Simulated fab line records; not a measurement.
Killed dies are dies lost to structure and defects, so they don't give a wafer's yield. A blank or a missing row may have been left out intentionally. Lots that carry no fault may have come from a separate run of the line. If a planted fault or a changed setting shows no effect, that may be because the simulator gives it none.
What tool caused it? :: flow sky130 :: 24 lots, 72 wafers sampled, at 4 steps of a route of 708

WHAT EACH GAUGE READ, for each wafer
SKY_VIA2_THK_MEAS_01. Usual: for VIA2_HDPCVD_THK the level is 1181 nm and the standard deviation is 10.
lot: L074
measured: day 35 02:03
on: film_metro-04
VIA2_HDPCVD_THK (nm): 1184 1169 1178
flag: 

lot: L075
measured: day 35 04:02
on: film_metro-03
VIA2_HDPCVD_THK (nm): 1173 1165 1177
flag: 

lot: L076
measured: day 35 14:43
on: film_metro-03
VIA2_HDPCVD_THK (nm): 1180 1187 1180
flag: 

lot: L077
measured: day 36 01:06
on: film_metro-04
VIA2_HDPCVD_THK (nm): 1172 1175 1170
flag: 

lot: L078
measured: day 36 01:49
on: film_metro-01
VIA2_HDPCVD_THK (nm): 1190 1179 1191
flag: 

lot: L079
measured: day 37 01:29
on: film_metro-03
VIA2_HDPCVD_THK (nm): 1188 1160 1172
flag: 

lot: L080
measured: day 37 09:19
on: film_metro-04
VIA2_HDPCVD_THK (nm): 1171 1166 1185
flag: 

lot: L082
measured: day 37 21:59
on: film_metro-03
VIA2_HDPCVD_THK (nm): 1185 1183 1200
flag: 

lot: L083
measured: day 38 03:02
on: film_metro-04
VIA2_HDPCVD_THK (nm): 1191 1194 1191
flag: 

lot: L084
measured: day 38 19:17
on: film_metro-01
VIA2_HDPCVD_THK (nm): 1185 1197 1194
flag: 

lot: L081
measured: day 38 20:26
on: film_metro-04
VIA2_HDPCVD_THK (nm): 1183 1176 1177
flag: 

lot: L085
measured: day 38 20:57
on: film_metro-01
VIA2_HDPCVD_THK (nm): 1193 1203 1204
flag: 

lot: L086
measured: day 39 06:49
on: film_metro-04
VIA2_HDPCVD_THK (nm): 1191 1167 1191
flag: 

lot: L087
measured: day 39 06:59
on: film_metro-03
VIA2_HDPCVD_THK (nm): 1190 1171 1175
flag: 

lot: L088
measured: day 39 16:38
on: film_metro-01
VIA2_HDPCVD_THK (nm): 1182 1179 1173
flag: 

lot: L089
measured: day 40 01:50
on: film_metro-03
VIA2_HDPCVD_THK (nm): 1170 1179 1186
flag: 

lot: L090
measured: day 40 08:30
on: film_metro-04
VIA2_HDPCVD_THK (nm): 1194 1202 1168
flag: 

lot: L091
measured: day 40 10:37
on: film_metro-01
VIA2_HDPCVD_THK (nm): 1201 1175 1186
flag: 

lot: L092
measured: day 40 18:59
on: film_metro-01
VIA2_HDPCVD_THK (nm): 1186 1191 1164
flag: 

lot: L093
measured: day 41 09:23
on: film_metro-03
VIA2_HDPCVD_THK (nm): 1182 1187 1166
flag: 

lot: L094
measured: day 41 10:38
on: film_metro-01
VIA2_HDPCVD_THK (nm): 1190 1182 1181
flag: 

lot: L095
measured: day 41 12:29
on: film_metro-03
VIA2_HDPCVD_THK (nm): 1184 1174 1178
flag: 

lot: L096
measured: day 41 17:59
on: film_metro-04
VIA2_HDPCVD_THK (nm): 1189 1194 1186
flag: 

lot: L097
measured: day 42 05:50
on: film_metro-04
VIA2_HDPCVD_THK (nm): 1176 1161 1175
flag: 

WHICH TOOL RAN EACH LOT (tool, then ch and the chambers of the sampled wafers, then the start)
lot: L074
SKY_METAL2_SPUTTER_00: pvd_sputter-04, day 33 22:52
SKY_METAL2_DESCUM_17: rie_metal-02 ch 1, day 35 01:07
SKY_METAL2_ETCH_18: rie_metal-02 ch 1, day 35 01:09

lot: L075
SKY_METAL2_SPUTTER_00: pvd_sputter-04, day 34 01:04
SKY_METAL2_DESCUM_17: rie_metal-02 ch 0,1, day 35 03:06
SKY_METAL2_ETCH_18: rie_metal-02 ch 0,1, day 35 03:08

lot: L076
SKY_METAL2_SPUTTER_00: pvd_sputter-04, day 34 11:47
SKY_METAL2_DESCUM_17: rie_metal-03 ch 0,1, day 35 13:44
SKY_METAL2_ETCH_18: rie_metal-03 ch 0,1, day 35 13:46

lot: L077
SKY_METAL2_SPUTTER_00: pvd_sputter-01, day 34 21:22
SKY_METAL2_DESCUM_17: rie_metal-03 ch 0,1, day 36 00:11
SKY_METAL2_ETCH_18: rie_metal-03 ch 0,1, day 36 00:13

lot: L078
SKY_METAL2_SPUTTER_00: pvd_sputter-03, day 34 22:29
SKY_METAL2_DESCUM_17: rie_metal-02 ch 0, day 36 00:50
SKY_METAL2_ETCH_18: rie_metal-02 ch 0, day 36 00:52

lot: L079
SKY_METAL2_SPUTTER_00: pvd_sputter-01, day 35 22:51
SKY_METAL2_DESCUM_17: rie_metal-02 ch 0,1, day 37 00:29
SKY_METAL2_ETCH_18: rie_metal-02 ch 0,1, day 37 00:31

lot: L080
SKY_METAL2_SPUTTER_00: pvd_sputter-01, day 36 06:02
SKY_METAL2_DESCUM_17: rie_metal-01 ch 0,1, day 37 08:18
SKY_METAL2_ETCH_18: rie_metal-01 ch 0,1, day 37 08:21

lot: L082
SKY_METAL2_SPUTTER_00: pvd_sputter-04, day 36 18:49
SKY_METAL2_DESCUM_17: rie_metal-02 ch 0,1, day 37 21:02
SKY_METAL2_ETCH_18: rie_metal-02 ch 0,1, day 37 21:04

lot: L083
SKY_METAL2_SPUTTER_00: pvd_sputter-03, day 36 23:48
SKY_METAL2_DESCUM_17: rie_metal-02 ch 0,1, day 38 02:07
SKY_METAL2_ETCH_18: rie_metal-02 ch 0,1, day 38 02:09

lot: L084
SKY_METAL2_SPUTTER_00: pvd_sputter-04, day 37 16:53
SKY_METAL2_DESCUM_17: rie_metal-03 ch 0,1, day 38 18:23
SKY_METAL2_ETCH_18: rie_metal-03 ch 0,1, day 38 18:25

lot: L081
SKY_METAL2_SPUTTER_00: pvd_sputter-01, day 37 18:10
SKY_METAL2_DESCUM_17: rie_metal-02 ch 0,1, day 38 19:32
SKY_METAL2_ETCH_18: rie_metal-02 ch 0,1, day 38 19:34

lot: L085
SKY_METAL2_SPUTTER_00: pvd_sputter-03, day 37 18:28
SKY_METAL2_DESCUM_17: rie_metal-01 ch 0,1, day 38 20:02
SKY_METAL2_ETCH_18: rie_metal-01 ch 0,1, day 38 20:04

lot: L086
SKY_METAL2_SPUTTER_00: pvd_sputter-01, day 38 04:31
SKY_METAL2_DESCUM_17: rie_metal-03 ch 0,1, day 39 05:52
SKY_METAL2_ETCH_18: rie_metal-03 ch 0,1, day 39 05:54

lot: L087
SKY_METAL2_SPUTTER_00: pvd_sputter-03, day 38 05:01
SKY_METAL2_DESCUM_17: rie_metal-01 ch 0,1, day 39 06:03
SKY_METAL2_ETCH_18: rie_metal-01 ch 0,1, day 39 06:05

lot: L088
SKY_METAL2_SPUTTER_00: pvd_sputter-04, day 38 14:35
SKY_METAL2_DESCUM_17: rie_metal-02 ch 0,1, day 39 15:14
SKY_METAL2_ETCH_18: rie_metal-02 ch 0,1, day 39 15:16

lot: L089
SKY_METAL2_SPUTTER_00: pvd_sputter-03, day 38 23:51
SKY_METAL2_DESCUM_17: rie_metal-01 ch 0, day 40 00:50
SKY_METAL2_ETCH_18: rie_metal-01 ch 0, day 40 00:52

lot: L090
SKY_METAL2_SPUTTER_00: pvd_sputter-03, day 39 06:29
SKY_METAL2_DESCUM_17: rie_metal-03 ch 0, day 40 07:11
SKY_METAL2_ETCH_18: rie_metal-03 ch 0, day 40 07:13

lot: L091
SKY_METAL2_SPUTTER_00: pvd_sputter-03, day 39 09:36
SKY_METAL2_DESCUM_17: rie_metal-03 ch 0,1, day 40 09:43
SKY_METAL2_ETCH_18: rie_metal-03 ch 0,1, day 40 09:45

lot: L092
SKY_METAL2_SPUTTER_00: pvd_sputter-01, day 39 17:31
SKY_METAL2_DESCUM_17: rie_metal-01 ch 0,1, day 40 18:02
SKY_METAL2_ETCH_18: rie_metal-01 ch 0,1, day 40 18:04

lot: L093
SKY_METAL2_SPUTTER_00: pvd_sputter-03, day 40 07:57
SKY_METAL2_DESCUM_17: rie_metal-01 ch 0,1, day 41 08:29
SKY_METAL2_ETCH_18: rie_metal-01 ch 0,1, day 41 08:31

lot: L094
SKY_METAL2_SPUTTER_00: pvd_sputter-01, day 40 09:43
SKY_METAL2_DESCUM_17: rie_metal-01 ch 0,1, day 41 09:42
SKY_METAL2_ETCH_18: rie_metal-01 ch 0,1, day 41 09:45

lot: L095
SKY_METAL2_SPUTTER_00: pvd_sputter-04, day 40 10:49
SKY_METAL2_DESCUM_17: rie_metal-02 ch 0,1, day 41 11:34
SKY_METAL2_ETCH_18: rie_metal-02 ch 0,1, day 41 11:36

lot: L096
SKY_METAL2_SPUTTER_00: pvd_sputter-01, day 40 17:05
SKY_METAL2_DESCUM_17: rie_metal-03 ch 0,1, day 41 17:05
SKY_METAL2_ETCH_18: rie_metal-03 ch 0,1, day 41 17:07

lot: L097
SKY_METAL2_SPUTTER_00: pvd_sputter-03, day 41 05:05
SKY_METAL2_DESCUM_17: rie_metal-02 ch 0,1, day 42 04:55
SKY_METAL2_ETCH_18: rie_metal-02 ch 0,1, day 42 04:57
- SKY_METAL2_SPUTTER_00: material Ti, target thk 15 nm, time 10 s.
- SKY_METAL2_DESCUM_17: chemistry O2, time 8 s.
- SKY_METAL2_ETCH_18: etches BARC in N2/H2, stops on SiO2, time 45.9 s, target depth 60 nm.

WHAT THE TOOLS THEMSELVES READ (means of the sampled wafers that have a number; where no wafer has one, the mark that the record gives instead)
SKY_METAL2_SPUTTER_00. Usual: throttle_valve_pct at 30.0 %, with a standard deviation of 0.84.
lot: L074
tool: pvd_sputter-04
throttle_valve_pct (%): 29.5
flag: 

lot: L075
tool: pvd_sputter-04
throttle_valve_pct (%): 30.6
flag: 

lot: L076
tool: pvd_sputter-04
throttle_valve_pct (%): 30.5
flag: 

lot: L077
tool: pvd_sputter-01
throttle_valve_pct (%): 30.2
flag: 

lot: L078
tool: pvd_sputter-03
throttle_valve_pct (%): 30.0
flag: 

lot: L079
tool: pvd_sputter-01
throttle_valve_pct (%): 29.6
flag: 

lot: L080
tool: pvd_sputter-01
throttle_valve_pct (%): 30.0
flag: 

lot: L082
tool: pvd_sputter-04
throttle_valve_pct (%): 30.0
flag: 

lot: L083
tool: pvd_sputter-03
throttle_valve_pct (%): 30.0
flag: 

lot: L084
tool: pvd_sputter-04
throttle_valve_pct (%): 30.5
flag: 

lot: L081
tool: pvd_sputter-01
throttle_valve_pct (%): 30.2
flag: 

lot: L085
tool: pvd_sputter-03
throttle_valve_pct (%): 30.0
flag: 

lot: L086
tool: pvd_sputter-01
throttle_valve_pct (%): 29.1
flag: 

lot: L087
tool: pvd_sputter-03
throttle_valve_pct (%): 29.5
flag: 

lot: L088
tool: pvd_sputter-04
throttle_valve_pct (%): 30.4
flag: 

lot: L089
tool: pvd_sputter-03
throttle_valve_pct (%): 29.9
flag: 

lot: L090
tool: pvd_sputter-03
throttle_valve_pct (%): 30.3
flag: 

lot: L091
tool: pvd_sputter-03
throttle_valve_pct (%): 29.9
flag: 

lot: L092
tool: pvd_sputter-01
throttle_valve_pct (%): 29.9
flag: 

lot: L093
tool: pvd_sputter-03
throttle_valve_pct (%): 29.8
flag: 

lot: L094
tool: pvd_sputter-01
throttle_valve_pct (%): 29.2
flag: 

lot: L095
tool: pvd_sputter-04
throttle_valve_pct (%): 30.2
flag: 

lot: L096
tool: pvd_sputter-01
throttle_valve_pct (%): 30.8
flag: 

lot: L097
tool: pvd_sputter-03
throttle_valve_pct (%): 29.9
flag: 

SKY_METAL2_DESCUM_17. Usual: drypump_motor_current_A 5.84 A, standard deviation 0.23; he_backside_leak_sccm 3.41 sccm, standard deviation 0.21; oes_product_au 0.998 a.u., standard deviation 0.0083.
lot: L074
tool: rie_metal-02
drypump_motor_current_A (A): 5.84
he_backside_leak_sccm (sccm): 3.46
oes_product_au (a.u.): 0.997
flag: 

lot: L075
tool: rie_metal-02
drypump_motor_current_A (A): 5.77
he_backside_leak_sccm (sccm): 3.39
oes_product_au (a.u.): 1.006
flag: 

lot: L076
tool: rie_metal-03
drypump_motor_current_A (A): 5.97
he_backside_leak_sccm (sccm): 3.22
oes_product_au (a.u.): 0.995
flag: 

lot: L077
tool: rie_metal-03
drypump_motor_current_A (A): 6.03
he_backside_leak_sccm (sccm): 3.33
oes_product_au (a.u.): 0.991
flag: 

lot: L078
tool: rie_metal-02
drypump_motor_current_A (A): 5.61
he_backside_leak_sccm (sccm): 3.35
oes_product_au (a.u.): 1.009
flag: 

lot: L079
tool: rie_metal-02
drypump_motor_current_A (A): 5.70
he_backside_leak_sccm (sccm): 3.43
oes_product_au (a.u.): 1.011
flag: 

lot: L080
tool: rie_metal-01
drypump_motor_current_A (A): 5.93
he_backside_leak_sccm (sccm): 3.53
oes_product_au (a.u.): 1.000
flag: 

lot: L082
tool: rie_metal-02
drypump_motor_current_A (A): 5.77
he_backside_leak_sccm (sccm): 3.37
oes_product_au (a.u.): 0.997
flag: 

lot: L083
tool: rie_metal-02
drypump_motor_current_A (A): 5.77
he_backside_leak_sccm (sccm): 3.40
oes_product_au (a.u.): 0.995
flag: 

lot: L084
tool: rie_metal-03
drypump_motor_current_A (A): 5.97
he_backside_leak_sccm (sccm): 3.34
oes_product_au (a.u.): 0.993
flag: 

lot: L081
tool: rie_metal-02
drypump_motor_current_A (A): 5.77
he_backside_leak_sccm (sccm): 3.40
oes_product_au (a.u.): 1.000
flag: 

lot: L085
tool: rie_metal-01
drypump_motor_current_A (A): 5.73
he_backside_leak_sccm (sccm): 3.27
oes_product_au (a.u.): 1.002
flag: 

lot: L086
tool: rie_metal-03
drypump_motor_current_A (A): 6.02
he_backside_leak_sccm (sccm): 3.36
oes_product_au (a.u.): 0.991
flag: 

lot: L087
tool: rie_metal-01
drypump_motor_current_A (A): 5.92
he_backside_leak_sccm (sccm): 3.41
oes_product_au (a.u.): 0.993
flag: 

lot: L088
tool: rie_metal-02
drypump_motor_current_A (A): 5.68
he_backside_leak_sccm (sccm): 3.38
oes_product_au (a.u.): 1.004
flag: 

lot: L089
tool: rie_metal-01
drypump_motor_current_A (A): 5.49
he_backside_leak_sccm (sccm): 3.35
oes_product_au (a.u.): 1.003
flag: 

lot: L090
tool: rie_metal-03
drypump_motor_current_A (A): 6.06
he_backside_leak_sccm (sccm): 3.45
oes_product_au (a.u.): 0.990
flag: 

lot: L091
tool: rie_metal-03
drypump_motor_current_A (A): 6.02
he_backside_leak_sccm (sccm): 3.20
oes_product_au (a.u.): 0.982
flag: 

lot: L092
tool: rie_metal-01
drypump_motor_current_A (A): 5.69
he_backside_leak_sccm (sccm): 3.43
oes_product_au (a.u.): 1.006
flag: 

lot: L093
tool: rie_metal-01
drypump_motor_current_A (A): 5.94
he_backside_leak_sccm (sccm): 3.42
oes_product_au (a.u.): 1.002
flag: 

lot: L094
tool: rie_metal-01
drypump_motor_current_A (A): 5.92
he_backside_leak_sccm (sccm): 3.51
oes_product_au (a.u.): 0.998
flag: 

lot: L095
tool: rie_metal-02
drypump_motor_current_A (A): 5.76
he_backside_leak_sccm (sccm): 3.44
oes_product_au (a.u.): 0.999
flag: 

lot: L096
tool: rie_metal-03
drypump_motor_current_A (A): 5.96
he_backside_leak_sccm (sccm): 3.21
oes_product_au (a.u.): 0.995
flag: 

lot: L097
tool: rie_metal-02
drypump_motor_current_A (A): 5.68
he_backside_leak_sccm (sccm): 3.53
oes_product_au (a.u.): 1.004
flag: 

SKY_METAL2_ETCH_18. Usual: bias_w 100.03 W, standard deviation 0.3; drypump_motor_current_A 5.85 A, standard deviation 0.24; he_backside_leak_sccm 3.41 sccm, standard deviation 0.28; oes_product_au 0.855 a.u., standard deviation 0.0045; throttle_valve_pct 13.225 %, standard deviation 0.011.
lot: L074
tool: rie_metal-02
bias_w (W): 99.92
drypump_motor_current_A (A): 5.83
he_backside_leak_sccm (sccm): 3.36
oes_product_au (a.u.): 0.856
throttle_valve_pct (%): 13.223
flag: 

lot: L075
tool: rie_metal-02
bias_w (W): 99.85
drypump_motor_current_A (A): 5.81
he_backside_leak_sccm (sccm): 3.30
oes_product_au (a.u.): 0.856
throttle_valve_pct (%): 13.218
flag: 

lot: L076
tool: rie_metal-03
bias_w (W): 99.99
drypump_motor_current_A (A): 6.00
he_backside_leak_sccm (sccm): 3.26
oes_product_au (a.u.): 0.854
throttle_valve_pct (%): 13.220
flag: 

lot: L077
tool: rie_metal-03
bias_w (W): 99.98
drypump_motor_current_A (A): 6.03
he_backside_leak_sccm (sccm): 3.42
oes_product_au (a.u.): 0.853
throttle_valve_pct (%): 13.230
flag: 

lot: L078
tool: rie_metal-02
bias_w (W): 100.00
drypump_motor_current_A (A): 5.64
he_backside_leak_sccm (sccm): 3.39
oes_product_au (a.u.): 0.855
throttle_valve_pct (%): 13.229
flag: 

lot: L079
tool: rie_metal-02
bias_w (W): 100.21
drypump_motor_current_A (A): 5.70
he_backside_leak_sccm (sccm): 3.44
oes_product_au (a.u.): 0.860
throttle_valve_pct (%): 13.230
flag: 

lot: L080
tool: rie_metal-01
bias_w (W): 99.75
drypump_motor_current_A (A): 5.93
he_backside_leak_sccm (sccm): 3.43
oes_product_au (a.u.): 0.858
throttle_valve_pct (%): 13.217
flag: 

lot: L082
tool: rie_metal-02
bias_w (W): 99.85
drypump_motor_current_A (A): 5.77
he_backside_leak_sccm (sccm): 3.33
oes_product_au (a.u.): 0.853
throttle_valve_pct (%): 13.226
flag: 

lot: L083
tool: rie_metal-02
bias_w (W): 100.32
drypump_motor_current_A (A): 5.78
he_backside_leak_sccm (sccm): 3.39
oes_product_au (a.u.): 0.855
throttle_valve_pct (%): 13.210
flag: 

lot: L084
tool: rie_metal-03
bias_w (W): 100.11
drypump_motor_current_A (A): 6.01
he_backside_leak_sccm (sccm): 3.43
oes_product_au (a.u.): 0.854
throttle_valve_pct (%): 13.228
flag: 

lot: L081
tool: rie_metal-02
bias_w (W): 100.11
drypump_motor_current_A (A): 5.78
he_backside_leak_sccm (sccm): 3.34
oes_product_au (a.u.): 0.851
throttle_valve_pct (%): 13.224
flag: 

lot: L085
tool: rie_metal-01
bias_w (W): 100.06
drypump_motor_current_A (A): 5.71
he_backside_leak_sccm (sccm): 3.46
oes_product_au (a.u.): 0.859
throttle_valve_pct (%): 13.221
flag: 

lot: L086
tool: rie_metal-03
bias_w (W): 100.11
drypump_motor_current_A (A): 6.01
he_backside_leak_sccm (sccm): 3.20
oes_product_au (a.u.): 0.856
throttle_valve_pct (%): 13.218
flag: 

lot: L087
tool: rie_metal-01
bias_w (W): 100.16
drypump_motor_current_A (A): 5.96
he_backside_leak_sccm (sccm): 3.49
oes_product_au (a.u.): 0.857
throttle_valve_pct (%): 13.231
flag: 

lot: L088
tool: rie_metal-02
bias_w (W): 99.85
drypump_motor_current_A (A): 5.71
he_backside_leak_sccm (sccm): 3.39
oes_product_au (a.u.): 0.854
throttle_valve_pct (%): 13.227
flag: 

lot: L089
tool: rie_metal-01
bias_w (W): 100.21
drypump_motor_current_A (A): 5.47
he_backside_leak_sccm (sccm): 3.28
oes_product_au (a.u.): 0.850
throttle_valve_pct (%): 13.230
flag: 

lot: L090
tool: rie_metal-03
bias_w (W): 100.04
drypump_motor_current_A (A): 6.07
he_backside_leak_sccm (sccm): 3.14
oes_product_au (a.u.): 0.853
throttle_valve_pct (%): 13.230
flag: 

lot: L091
tool: rie_metal-03
bias_w (W): 100.13
drypump_motor_current_A (A): 6.03
he_backside_leak_sccm (sccm): 3.28
oes_product_au (a.u.): 0.856
throttle_valve_pct (%): 13.226
flag: 

lot: L092
tool: rie_metal-01
bias_w (W): 99.82
drypump_motor_current_A (A): 5.71
he_backside_leak_sccm (sccm): 3.35
oes_product_au (a.u.): 0.854
throttle_valve_pct (%): 13.226
flag: 

lot: L093
tool: rie_metal-01
bias_w (W): 100.27
drypump_motor_current_A (A): 5.95
he_backside_leak_sccm (sccm): 3.37
oes_product_au (a.u.): 0.855
throttle_valve_pct (%): 13.221
flag: 

lot: L094
tool: rie_metal-01
bias_w (W): 100.21
drypump_motor_current_A (A): 5.93
he_backside_leak_sccm (sccm): 3.41
oes_product_au (a.u.): 0.857
throttle_valve_pct (%): 13.222
flag: 

lot: L095
tool: rie_metal-02
bias_w (W): 99.69
drypump_motor_current_A (A): 5.77
he_backside_leak_sccm (sccm): 3.36
oes_product_au (a.u.): 0.855
throttle_valve_pct (%): 13.223
flag: 

lot: L096
tool: rie_metal-03
bias_w (W): 100.14
drypump_motor_current_A (A): 6.01
he_backside_leak_sccm (sccm): 3.39
oes_product_au (a.u.): 0.855
throttle_valve_pct (%): 13.215
flag: 

lot: L097
tool: rie_metal-02
bias_w (W): 99.93
drypump_motor_current_A (A): 5.69
he_backside_leak_sccm (sccm): 3.43
oes_product_au (a.u.): 0.854
throttle_valve_pct (%): 13.226
flag: 

THE ANSWER, worked out from the rows above alone
Rule: take the mean of a lot's wafers that have a number; if it is more than 3 standard deviations from the usual mean, the lot is off. A lot without any number at a reading at which 4 lots or more have one is off too. All remaining lots with rows at the step are treated as sound. Order of review: gauges by route order, followed by the tools' own readings, for which a lot's mean as printed above is used. The first step at which some lot is off is used, and at that step the reading that is off furthest; a lot without a number counts as furthest.
None of the lots is off at any reading shown; this tells nothing.

WHAT THE SIMULATOR PUT IN
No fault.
